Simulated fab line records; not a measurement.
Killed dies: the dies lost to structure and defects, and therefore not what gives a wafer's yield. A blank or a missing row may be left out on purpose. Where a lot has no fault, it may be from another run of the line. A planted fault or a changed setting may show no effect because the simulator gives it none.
The tool behind it: which one? / flow sky130 / 10 lots, 28 wafers sampled, at 4 steps of a route of 708

== WHAT EACH GAUGE READ, for each wafer ==
SKY_CAPM_RS_MEAS_03: measures by four-point-probe.
lot=L994; measured=day 37 13:32; on=film metro-02; CAPM_TIN_RS (ohm/sq)=6.85 6.91 6.88
lot=L996; measured=day 38 05:25; on=film metro-03; CAPM_TIN_RS (ohm/sq)=6.97 7.00 6.93
lot=L995; measured=day 38 07:14; on=film metro-03; CAPM_TIN_RS (ohm/sq)=6.92 6.92 6.96
lot=L102; measured=day 39 08:10; on=film metro-02; CAPM_TIN_RS (ohm/sq)=8.01 6.95
lot=L103; measured=day 39 20:28; on=film metro-02; CAPM_TIN_RS (ohm/sq)=7.92 6.89
lot=L107; measured=day 40 09:45; on=film metro-02; CAPM_TIN_RS (ohm/sq)=6.79 6.74 6.82
lot=L109; measured=day 40 14:29; on=film metro-02; CAPM_TIN_RS (ohm/sq)=6.89 6.76 6.95
lot=L111; measured=day 41 22:11; on=film metro-02; CAPM_TIN_RS (ohm/sq)=7.01 6.88 6.94
lot=L114; measured=day 42 15:02; on=film metro-01; CAPM_TIN_RS (ohm/sq)=6.92 7.01 6.94
lot=L115; measured=day 42 15:51; on=film metro-03; CAPM_TIN_RS (ohm/sq)=6.80 6.88 6.71

== TOOL THAT RAN EACH LOT (tool first, then ch and the chambers of the sampled wafers, then the start) ==
lot=L994; SKY_METAL2_SPUTTER_04=pvd sputter-04, day 35 07:01; SKY_VIA2_CVD_21=cvd w-01 ch 0,1, day 37 12:35; SKY_CAPM_SPUTTER_02=pvd sputter-03, day 37 13:26
lot=L996; SKY_METAL2_SPUTTER_04=pvd sputter-04, day 35 22:49; SKY_VIA2_CVD_21=cvd w-01 ch 0,1, day 38 04:26; SKY_CAPM_SPUTTER_02=pvd sputter-03, day 38 05:17
lot=L995; SKY_METAL2_SPUTTER_04=pvd sputter-04, day 36 00:23; SKY_VIA2_CVD_21=cvd w-02 ch 0,1, day 38 06:17; SKY_CAPM_SPUTTER_02=pvd sputter-03, day 38 07:05
lot=L102; SKY_METAL2_SPUTTER_04=pvd sputter-03, day 37 01:10; SKY_VIA2_CVD_21=cvd w-01 ch 0,1, day 39 07:11; SKY_CAPM_SPUTTER_02=pvd sputter-03, day 39 08:02
lot=L103; SKY_METAL2_SPUTTER_04=pvd sputter-02, day 37 16:37; SKY_VIA2_CVD_21=cvd w-01 ch 1, day 39 19:29; SKY_CAPM_SPUTTER_02=pvd sputter-03, day 39 20:20
lot=L107; SKY_METAL2_SPUTTER_04=pvd sputter-02, day 38 05:55; SKY_VIA2_CVD_21=cvd w-02 ch 0,1, day 40 08:48; SKY_CAPM_SPUTTER_02=pvd sputter-04, day 40 09:38
lot=L109; SKY_METAL2_SPUTTER_04=pvd sputter-02, day 38 10:52; SKY_VIA2_CVD_21=cvd w-01 ch 0,1, day 40 13:32; SKY_CAPM_SPUTTER_02=pvd sputter-04, day 40 14:23
lot=L111; SKY_METAL2_SPUTTER_04=pvd sputter-04, day 39 19:28; SKY_VIA2_CVD_21=cvd w-02 ch 0,1, day 41 21:13; SKY_CAPM_SPUTTER_02=pvd sputter-01, day 41 22:04
lot=L114; SKY_METAL2_SPUTTER_04=pvd sputter-04, day 40 10:38; SKY_VIA2_CVD_21=cvd w-01 ch 0,1, day 42 14:05; SKY_CAPM_SPUTTER_02=pvd sputter-04, day 42 14:53
lot=L115; SKY_METAL2_SPUTTER_04=pvd sputter-02, day 40 11:55; SKY_VIA2_CVD_21=cvd w-02 ch 0,1, day 42 14:53; SKY_CAPM_SPUTTER_02=pvd sputter-01, day 42 15:44
- SKY_METAL2_SPUTTER_04: material TiN, target thk 70 nm, time 58.3 s.
- SKY_VIA2_CVD_21: deposits W, target thk 420 nm, time 126.4 s.
- SKY_CAPM_SPUTTER_02: material TiN, target thk 200 nm, time 166.7 s.

== THE ANSWER, worked out from the rows above alone ==
Rule: what is usual is taken from the lots themselves. Put in order of their means at a reading, lots are off if they are a third of the lots or fewer, leave a main group of 4 or more, and stand apart from it by a gap of 3 or more times the standard deviation of the main group's means; of several such gaps the widest counts. If all means in a main group match to the digits the tables above print for the reading, that group is not used. Also off: a lot with no number at a reading for which 4 or more lots have one. Any other lot the step has rows for is counted as sound.
Off: L102, L103, at SKY_CAPM_RS_MEAS_03 (CAPM_TIN_RS). Mean 6.89 ohm/sq and standard deviation 0.067 in the main group.
If a tool, at a process step before that reading, ran all the lots that are off and no sound lot after the first of them, it fits. Those tools and the gauges at SKY_CAPM_RS_MEAS_03 are tried in the same way. One fits: SKY_CAPM_SPUTTER_02 on pvd sputter-03. Its last sound lot is L995 (day 38 07:05), its first lot that is off L102 (day 39 08:02): a fault that began between those two fits.

== WHAT HAD BEEN PUT IN BY THE SIMULATOR ==
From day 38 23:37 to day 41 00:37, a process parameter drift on pvd sputter-03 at SKY_CAPM_SPUTTER_02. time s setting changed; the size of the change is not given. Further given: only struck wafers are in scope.
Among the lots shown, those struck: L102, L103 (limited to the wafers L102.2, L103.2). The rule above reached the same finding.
